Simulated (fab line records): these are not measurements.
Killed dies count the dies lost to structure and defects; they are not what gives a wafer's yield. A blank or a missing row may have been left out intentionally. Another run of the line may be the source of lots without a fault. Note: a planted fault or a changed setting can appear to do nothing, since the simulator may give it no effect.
Which tool was responsible? | flow sky130 | 14 lots with 42 wafers sampled at 5 steps, on a route of 708 steps

## WHAT THE GAUGES READ, wafer by wafer
SKY_FIELD_ISO_BOW_MEAS_00. Usual: for INCOMING_BOW the level is 0 um and the standard deviation is 6.6.
lot  | measured    | on            | INCOMING_BOW (um) | flag
L236 | day 1 10:00 | film-metro-01 | -14 6 -2          |
L237 | day 1 15:01 | film-metro-02 | 5 9 4             |
L238 | day 1 20:00 | film-metro-01 | -3 -7 -9          |
L240 | day 2 06:01 | film-metro-02 | -1 -16 2          |
L243 | day 2 21:02 | film-metro-02 | 3 -8 -9           |
L248 | day 3 22:00 | film-metro-02 | 1 7 3             |
L249 | day 4 03:01 | film-metro-01 | -5 5 2            |
L250 | day 4 08:01 | film-metro-04 | 0 -6 -1           |
L253 | day 4 23:00 | film-metro-04 | -10 2 -5          |
L254 | day 5 04:00 | film-metro-02 | 2 -14 -2          |
L256 | day 5 14:04 | film-metro-02 | 8 1 -3            |
L257 | day 5 19:00 | film-metro-01 | 2 -7 -7           |
L258 | day 6 00:04 | film-metro-04 | 2 -2 0            |
L259 | day 6 05:00 | film-metro-04 | -8 -1 -1          |

SKY_FIELD_ISO_THK_MEAS_02. Usual: for FIELD_ISO_OXIDATION_00_THK the level is 11.88 nm and the standard deviation is 0.19.
lot  | measured    | on            | FIELD_ISO_OXIDATION_00_THK (nm) | flag
L236 | day 1 12:58 | film-metro-01 | 11.70 11.87 11.91               |
L237 | day 1 22:41 | film-metro-02 | 11.68 11.58 11.52               |
L238 | day 1 22:40 | film-metro-01 | 11.97 11.79 11.95               |
L240 | day 2 13:25 | film-metro-01 | 11.70 11.63 11.71               |
L243 | day 2 23:38 | film-metro-01 | 12.00 11.83 11.76               |
L248 | day 3 23:38 | film-metro-01 | 11.83 11.70 11.73               |
L249 | day 4 05:04 | film-metro-04 | 12.02 11.69 11.89               |
L250 | day 4 09:38 | film-metro-01 | 11.95 11.95 11.91               |
L253 | day 5 01:44 | film-metro-04 | 12.27 12.34 12.45               |
L254 | day 5 05:53 | film-metro-01 | 11.91 11.94 11.97               |
L256 | day 5 16:07 | film-metro-02 | 11.82 11.91 11.87               |
L257 | day 5 21:44 | film-metro-04 | 12.19 12.25 12.00               |
L258 | day 6 02:01 | film-metro-01 | 11.69 11.76 11.90               |
L259 | day 6 06:47 | film-metro-01 | 11.77 11.92 11.63               |

SKY_NWELL_THK_MEAS_02. Usual: for NWELL_OXIDATION_THK the level is 9.93 nm and the standard deviation is 0.16.
lot  | measured    | on            | NWELL_OXIDATION_THK (nm) | flag
L236 | day 3 00:54 | film-metro-03 | 15.85 15.92 16.02        | OFF
L237 | day 2 23:31 | film-metro-03 | 9.81 9.83 9.69           |
L238 | day 2 23:30 | film-metro-04 | 9.80 9.82 9.70           |
L240 | day 3 18:04 | film-metro-04 | 16.14 16.18 15.69        | OFF
L243 | day 4 03:45 | film-metro-02 | 15.76 15.71 15.36        | OFF
L248 | day 5 04:23 | film-metro-04 | 10.04 10.17 9.93         |
L249 | day 5 11:29 | film-metro-03 | 9.79 9.85 9.88           |
L250 | day 5 14:26 | film-metro-04 | 9.82 9.60 9.87           |
L253 | day 6 06:20 | film-metro-03 | 9.97 9.84 9.92           |
L254 | day 6 10:46 | film-metro-04 | 9.95 9.98 9.96           |
L256 | day 6 20:17 | film-metro-02 | 9.80 9.82 9.66           |
L257 | day 7 02:39 | film-metro-03 | 9.90 9.96 9.74           |
L258 | day 7 19:40 | film-metro-04 | 9.82 9.85 9.85           |
L259 | day 7 19:42 | film-metro-04 | 9.83 9.79 9.92           |

SKY_NWELL_TW_MEAS_15. Usual: for NWELL_TW the level is 1830 and the standard deviation is 22.
lot  | measured     | on            | NWELL_TW       | flag
L236 | day 4 23:23  | film-metro-03 | 1828 1830 1834 |
L237 | day 5 00:49  | film-metro-02 | 1790 1791 1799 |
L238 | day 5 02:10  | film-metro-04 | 1839 1847 1844 |
L240 | day 5 19:37  | film-metro-02 | 1776 1789 1787 |
L243 | day 6 07:44  | film-metro-03 | 1830 1818 1820 |
L248 | day 7 13:58  | film-metro-03 | 1823 1828 1834 |
L249 | day 7 21:23  | film-metro-02 | 1794 1800 1797 |
L250 | day 8 00:58  | film-metro-03 | 1847 1840 1831 |
L253 | day 8 19:43  | film-metro-04 | 1861 1868 1858 |
L254 | day 8 22:19  | film-metro-03 | 1832 1840 1838 |
L256 | day 9 09:38  | film-metro-04 | 1834 1843 1833 |
L257 | day 9 17:16  | film-metro-02 | 1789 1805 1800 |
L258 | day 10 12:26 | film-metro-03 | 1850 1848 1840 |
L259 | day 10 13:04 | film-metro-03 | 1847 1832 1850 |

## WHAT TOOL EACH LOT RAN ON (gives the tool, then ch and the chambers of the sampled wafers, and finally the start)
lot  | SKY_NWELL_OXIDATION_01
L236 | furnace-01 ch 0, day 2 20:43
L237 | furnace-01 ch 0, day 2 22:07
L238 | furnace-01 ch 0, day 2 22:07
L240 | furnace-02 ch 0, day 3 14:32 and furnace-01 ch 0, day 3 16:40
L243 | furnace-02 ch 0, day 4 00:40 and furnace-01 ch 0, day 4 02:20
L248 | furnace-02 ch 0, day 5 02:59
L249 | furnace-01 ch 0, day 5 10:01
L250 | furnace-01 ch 0, day 5 13:02
L253 | furnace-01 ch 0, day 6 04:57
L254 | furnace-01 ch 0, day 6 09:22
L256 | furnace-01 ch 0, day 6 18:52
L257 | furnace-02 ch 0, day 7 01:15
L258 | furnace-02 ch 0, day 7 18:15
L259 | furnace-02 ch 0, day 7 18:15
- SKY_NWELL_OXIDATION_01: stabilise 600 s, purge 300 s, target thk 10 nm.

## AS READ BY THE TOOLS THEMSELVES (means over the sampled wafers that have a number; for cases with no such wafer, the mark the record gives instead)
The record holds no such reading with a usual standard deviation.

## THE ANSWER, worked out from the rows above alone
Rule: lot off if the mean of its wafers having a number is beyond 3 standard deviations from the usual mean. Also off: a lot with no number at a reading for which 4 or more lots have one. Where the step has rows for the other lots, those lots are counted as sound. First the gauges in route order, then the tools' own readings, where a lot's mean is used as printed above. The first step at which some lot is off is used, and at that step the reading that is off furthest; a lot without a number counts as furthest.
Off: L236, L240, L243, at SKY_NWELL_THK_MEAS_02 (NWELL_OXIDATION_THK).
A tool fits if, at a process step before that reading, it ran every lot that is off, and no sound lot after the first of them. Gauges at SKY_NWELL_THK_MEAS_02: tried the same way as those tools. Not one of the candidates tried fits.

## WHAT THE SIMULATOR HAD INSERTED
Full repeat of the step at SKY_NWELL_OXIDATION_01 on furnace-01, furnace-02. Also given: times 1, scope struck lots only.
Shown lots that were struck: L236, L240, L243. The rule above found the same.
